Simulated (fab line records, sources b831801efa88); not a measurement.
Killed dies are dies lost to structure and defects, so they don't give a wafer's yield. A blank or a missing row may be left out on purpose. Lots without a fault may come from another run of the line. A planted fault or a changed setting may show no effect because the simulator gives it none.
Which tool did it? | flow sky130 | 12 lots, 36 wafers sampled, at 1 step of a route of 708

WHAT THE GAUGES READ, wafer by wafer
SKY_FIELD_ISO_BOW_MEAS_00.
lot  | measured    | on            | INCOMING_BOW (um)
L075 | day 1 15:00 | film_metro-02 | 1 9 -17
L077 | day 2 01:02 | film_metro-02 | -10 11 1
L079 | day 2 11:00 | film_metro-03 | 0 25 6
L081 | day 2 21:00 | film_metro-01 | -3 8 3
L083 | day 3 07:01 | film_metro-01 | 2 5 1
L085 | day 3 17:00 | film_metro-03 | -3 9 4
L087 | day 4 03:00 | film_metro-02 | -4 -3 -1
L089 | day 4 13:02 | film_metro-03 | 9 -10 8
L091 | day 4 23:00 | film_metro-02 | -4 3 2
L093 | day 5 09:01 | film_metro-03 | 3 16 -1
L095 | day 5 19:01 | film_metro-03 | 4 3 4
L097 | day 6 05:01 | film_metro-02 | 3 -5 -3

WHICH TOOL RAN EACH LOT (tool, then ch and the chambers of the sampled wafers, then the start)
The record holds no process step before these readings.

THE ANSWER, worked out from the rows above alone
Rule: what is usual is taken from the lots themselves. Put in order of their means at a reading, lots are off if they are a third of the lots or fewer, leave a main group of 4 or more, and stand apart from it by a gap of 3 or more times the standard deviation of the main group's means; of several such gaps the widest counts. A main group whose means are all the same, to the digits that the tables above print for the reading, isn't used. A lot without any number at a reading at which 4 lots or more have one is off too. The other lots that the step has rows for count as sound.
No lot is off at any reading shown: from this, nothing can be told.

WHAT THE SIMULATOR HAD PUT IN
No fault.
